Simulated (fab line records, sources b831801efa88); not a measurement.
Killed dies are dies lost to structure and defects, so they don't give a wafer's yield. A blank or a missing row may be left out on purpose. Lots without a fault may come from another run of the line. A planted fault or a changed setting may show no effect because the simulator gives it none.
Which tool did it? | flow sky130 | 11 lots, 33 wafers sampled, at 5 steps of a route of 708

WHAT THE GAUGES READ, wafer by wafer
SKY_SONOS_ONO_OVL_MEAS_14. Usual: SONOS_ONO_OVL 0.5 nm, standard deviation 1.4.
lot  | measured     | on         | SONOS_ONO_OVL (nm) | flag
L833 | day 12 11:47 | overlay-02 | -2.0 -1.6 -2.3     |
L838 | day 14 05:57 | overlay-01 | -1.3 -1.8 -1.1     |
L839 | day 14 21:16 | overlay-01 | 0.5 0.4 0.5        |
L840 | day 15 00:18 | overlay-02 | -0.3 0.9 -0.1      |
L841 | day 15 07:13 | overlay-01 | 0.2 0.5 0.1        |
L848 | day 18 04:47 | overlay-02 | 1.4 1.4 1.1        |
L850 | day 19 00:39 | overlay-02 | -0.2 1.1 -0.2      |
L852 | day 19 14:51 | overlay-01 | -0.3 0.6 2.0       |
L854 | day 20 02:09 | overlay-02 | 0.5 0.8 -0.3       |
L856 | day 20 08:19 | overlay-01 | 1.1 0.8 0.6        |
L855 | day 20 14:53 | overlay-01 | 0.9 0.2 1.3        |

SKY_LDD_HVN_OVL_MEAS_07. Usual: LDD_HVN_OVL -0.6 nm, standard deviation 1.3.
lot  | measured     | on         | LDD_HVN_OVL (nm) | flag
L833 | day 20 02:40 | overlay-01 | 0.2 0.0 0.4      |
L838 | day 22 04:33 | overlay-01 | -0.9 -3.2 -0.6   |
L839 | day 22 18:53 | overlay-02 | -0.2 -0.9 0.2    |
L840 | day 22 23:36 | overlay-01 | 3.8 1.9 2.5      |
L841 | day 23 08:28 | overlay-01 | - - -            | OFF
L848 | day 26 06:44 | overlay-01 | -0.2 -0.4 -0.2   |
L850 | day 27 03:29 | overlay-01 | -1.4 0.2 0.1     |
L852 | day 27 13:50 | overlay-02 | -1.5 -0.8 -1.3   |
L854 | day 28 00:05 | overlay-01 | -3.5 -1.0 -1.7   |
L856 | day 28 07:35 | overlay-01 | -1.2 -0.7 -0.7   |
L855 | day 28 12:32 | overlay-02 | -1.5 0.1 0.0     |

SKY_LDD_HVN_TW_MEAS_10. Usual: LDD_HVN_TW 1434, standard deviation 10.
lot  | measured     | on            | LDD_HVN_TW        | flag
L833 | day 20 02:58 | film_metro-03 | 1438 1436 1431    |
L838 | day 22 04:50 | film_metro-01 | 1419 1420 1421    |
L839 | day 22 19:10 | film_metro-01 | 1433 1416 1428    |
L840 | day 22 23:53 | film_metro-02 | 1442 1448 1446    |
L841 | day 23 08:46 | film_metro-03 | 30 30 30 30 30 30 | OFF
L848 | day 26 07:02 | film_metro-01 | 1419 1432 1416    |
L850 | day 27 03:46 | film_metro-01 | 1432 1432 1425    |
L852 | day 27 14:07 | film_metro-03 | 1436 1445 1435    |
L854 | day 28 00:23 | film_metro-02 | 1439 1436 1436    |
L856 | day 28 07:53 | film_metro-02 | 1440 1445 1430    |
L855 | day 28 12:50 | film_metro-01 | 1419 1417 1422    |

WHICH TOOL RAN EACH LOT (tool, then ch and the chambers of the sampled wafers, then the start)
lot  | SKY_SONOS_ONO_ETCH_15              | SKY_LDD_HVN_EXPOSE_04
L833 | rie_diel-03 ch 0,2, day 12 11:50   | iline_stepper-01 ch 0, day 19 10:45
L838 | rie_diel-03 ch 2,3, day 14 05:59   | iline_stepper-02 ch 0, day 21 13:22
L839 | rie_diel-01 ch 1,2,3, day 14 21:18 | iline_stepper-01 ch 0, day 22 03:47
L840 | rie_diel-03 ch 0,1,3, day 15 00:20 | iline_stepper-01 ch 0, day 22 08:38
L841 | rie_diel-04 ch 0,2,3, day 15 07:16 | iline_stepper-01 ch 0, day 22 17:46
L848 | rie_diel-03 ch 0,1,2, day 18 04:50 | iline_stepper-01 ch 0, day 25 15:56
L850 | rie_diel-03 ch 1,3, day 19 00:41   | iline_stepper-01 ch 0, day 26 13:38
L852 | rie_diel-03 ch 0,3, day 19 14:53   | iline_stepper-02 ch 0, day 27 00:01
L854 | rie_diel-04 ch 0,3, day 20 02:11   | iline_stepper-02 ch 0, day 27 10:05
L856 | rie_diel-03 ch 0,2,3, day 20 08:21 | iline_stepper-01 ch 0, day 27 17:16
L855 | rie_diel-01 ch 0,1,2, day 20 14:56 | iline_stepper-01 ch 0, day 27 22:52
- SKY_SONOS_ONO_ETCH_15: etches the open film in CHF3/O2, target depth 19.52 nm, time 7.8 s.
- SKY_LDD_HVN_EXPOSE_04: exposes mask HVNTM, target cd 700 nm.

WHAT THE TOOLS THEMSELVES READ (means of the sampled wafers that have a number; where no wafer has one, the mark that the record gives instead)
SKY_SONOS_ONO_ETCH_15. Usual: chf3_flow_sccm 50.00 sccm, standard deviation 0.14; drypump_motor_current_A 5.8 A, standard deviation 0.38; oes_product_au 0.999 a.u., standard deviation 0.01; throttle_valve_pct 8.824 %, standard deviation 0.0096.
lot  | tool        | chf3_flow_sccm (sccm) | drypump_motor_current_A (A) | oes_product_au (a.u.) | throttle_valve_pct (%) | flag
L833 | rie_diel-03 | 50.04                 | 5.9                         | 0.989                 | 8.812                  |
L838 | rie_diel-03 | 50.03                 | 5.6                         | 0.999                 | 8.815                  |
L839 | rie_diel-01 | 50.05                 | 6.0                         | 0.999                 | 8.829                  |
L840 | rie_diel-03 | 50.15                 | 5.8                         | 0.996                 | 8.831                  |
L841 | rie_diel-04 | 49.86                 | 5.4                         | 0.998                 | 8.818                  |
L848 | rie_diel-03 | 49.78                 | 5.9                         | 1.001                 | 8.825                  |
L850 | rie_diel-03 | 50.11                 | 5.6                         | 1.003                 | 8.828                  |
L852 | rie_diel-03 | 50.02                 | 5.9                         | 1.002                 | 8.822                  |
L854 | rie_diel-04 | 50.11                 | 5.4                         | 0.993                 | 8.831                  |
L856 | rie_diel-03 | 49.92                 | 5.7                         | 1.002                 | 8.825                  |
L855 | rie_diel-01 | 49.94                 | 5.6                         | 0.995                 | 8.821                  |

THE ANSWER, worked out from the rows above alone
Rule: a lot is off if the mean of its wafers that have a number lies more than 3 standard deviations from the usual mean. A lot without any number at a reading at which 4 lots or more have one is off too. The other lots that the step has rows for count as sound. The gauges are gone through in route order, then the tools' own readings, and for those a lot's mean is taken as printed above. The first step at which some lot is off is used, and at that step the reading that is off furthest; a lot without a number counts as furthest.
Off: L841, at SKY_LDD_HVN_OVL_MEAS_07 (LDD_HVN_OVL). Without a number there: L841.
A tool fits if, at a process step before that reading, it ran every lot that is off, and no sound lot after the first of them. The gauges at SKY_LDD_HVN_OVL_MEAS_07 aren't tried: what is off there is off at SKY_LDD_HVN_TW_MEAS_10 too, on other tools, and a gauge's error can't cause that. None of those tried fits.

WHAT THE SIMULATOR HAD PUT IN
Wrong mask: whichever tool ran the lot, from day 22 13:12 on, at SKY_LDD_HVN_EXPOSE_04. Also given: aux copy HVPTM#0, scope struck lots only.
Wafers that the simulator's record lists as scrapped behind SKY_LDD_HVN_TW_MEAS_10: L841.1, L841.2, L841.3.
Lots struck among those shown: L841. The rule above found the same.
